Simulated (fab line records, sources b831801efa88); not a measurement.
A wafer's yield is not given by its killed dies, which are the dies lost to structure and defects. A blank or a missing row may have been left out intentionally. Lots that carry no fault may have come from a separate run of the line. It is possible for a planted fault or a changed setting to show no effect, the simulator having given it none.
The tool behind it: which one? + flow sky130 + 39 wafers from 13 lots sampled at 2 of the route's 708 steps

== WHAT THE GAUGES READ, wafer by wafer ==
SKY_POLY_GATE_THK_MEAS_01.
| lot  | measured     | on           | POLY_GATE_CVD_00_THK (nm) |
|------|--------------|--------------|---------------------------|
| L670 | day 13 20:55 | filmMetro-01 | 179.6 180.5 180.1         |
| L671 | day 14 10:08 | filmMetro-03 | 181.9 183.9 182.4         |
| L679 | day 17 09:02 | filmMetro-03 | 182.7 182.9 181.0         |
| L682 | day 17 20:15 | filmMetro-01 | 180.5 179.7 178.8         |
| L681 | day 17 21:27 | filmMetro-03 | 181.1 178.8 180.7         |
| L683 | day 18 04:43 | filmMetro-03 | 180.4 181.0 180.8         |
| L684 | day 18 15:32 | filmMetro-01 | 181.9 183.3 181.9         |
| L686 | day 19 07:07 | filmMetro-03 | 179.8 178.8 179.8         |
| L688 | day 20 05:01 | filmMetro-01 | 179.2 178.3 178.5         |
| L689 | day 20 12:08 | filmMetro-01 | 181.4 182.5 181.5         |
| L691 | day 21 06:17 | filmMetro-04 | 180.8 180.7 180.5         |
| L692 | day 21 11:27 | filmMetro-01 | 182.6 180.2 182.2         |
| L693 | day 21 17:13 | filmMetro-03 | 178.7 177.9 179.0         |

SKY_POLY_GATE_THK_MEAS_04.
| lot  | measured     | on           | POLY_GATE_CVD_03_THK (nm) |
|------|--------------|--------------|---------------------------|
| L670 | day 15 00:57 | filmMetro-03 | 75.5 75.8 75.3            |
| L671 | day 15 14:52 | filmMetro-04 | 73.9 74.0 74.4            |
| L679 | day 18 15:08 | filmMetro-03 | 75.7 75.9 76.0            |
| L682 | day 19 03:54 | filmMetro-04 | 75.6 75.6 75.2            |
| L681 | day 19 05:23 | filmMetro-01 | 76.9 75.8 76.4            |
| L683 | day 19 12:29 | filmMetro-04 | 76.1 76.7 75.8            |
| L684 | day 19 23:31 | filmMetro-04 | 76.3 75.6 75.8            |
| L686 | day 20 14:47 | filmMetro-01 | 76.1 75.3 75.2            |
| L688 | day 21 13:27 | filmMetro-03 | 76.1 76.0 76.2            |
| L689 | day 22 08:24 | filmMetro-03 | 75.7 75.5 75.2            |
| L691 | day 22 16:24 | filmMetro-04 | 73.6 73.6 73.7            |
| L692 | day 22 16:25 | filmMetro-01 | 75.0 75.2 74.9            |
| L693 | day 22 18:56 | filmMetro-01 | 76.2 75.9 76.2            |

== WHICH TOOL RAN EACH LOT (tool, then ch and the chambers of the sampled wafers, then the start) ==
No process step before these readings appears in the record.

== AS READ BY THE TOOLS THEMSELVES (means over the sampled wafers that have a number; for cases with no such wafer, the mark the record gives instead) ==
The record holds no such reading with a usual standard deviation.

== THE ANSWER, worked out from the rows above alone ==
Rule: usual is defined by the lots themselves. The widest of any qualifying gaps counts: lots, ordered by their means at a reading, are off when they make up no more than a third of the lots, leave a main group of 4 or more, and stand apart from it by 3 or more times the standard deviation of that group's means. A main group whose means are all the same, to the digits that the tables above print for the reading, isn't used. A lot without any number at a reading at which 4 lots or more have one is off too. Where the step has rows for the other lots, those lots are counted as sound. Order of review: gauges by route order, followed by the tools' own readings, for which a lot's mean as printed above is used. The first step at which some lot is off is used, and at that step the reading that is off furthest; a lot without a number counts as furthest.
Nothing can be told from this: no lot is off at any reading shown.

== WHAT THE SIMULATOR HAD PUT IN ==
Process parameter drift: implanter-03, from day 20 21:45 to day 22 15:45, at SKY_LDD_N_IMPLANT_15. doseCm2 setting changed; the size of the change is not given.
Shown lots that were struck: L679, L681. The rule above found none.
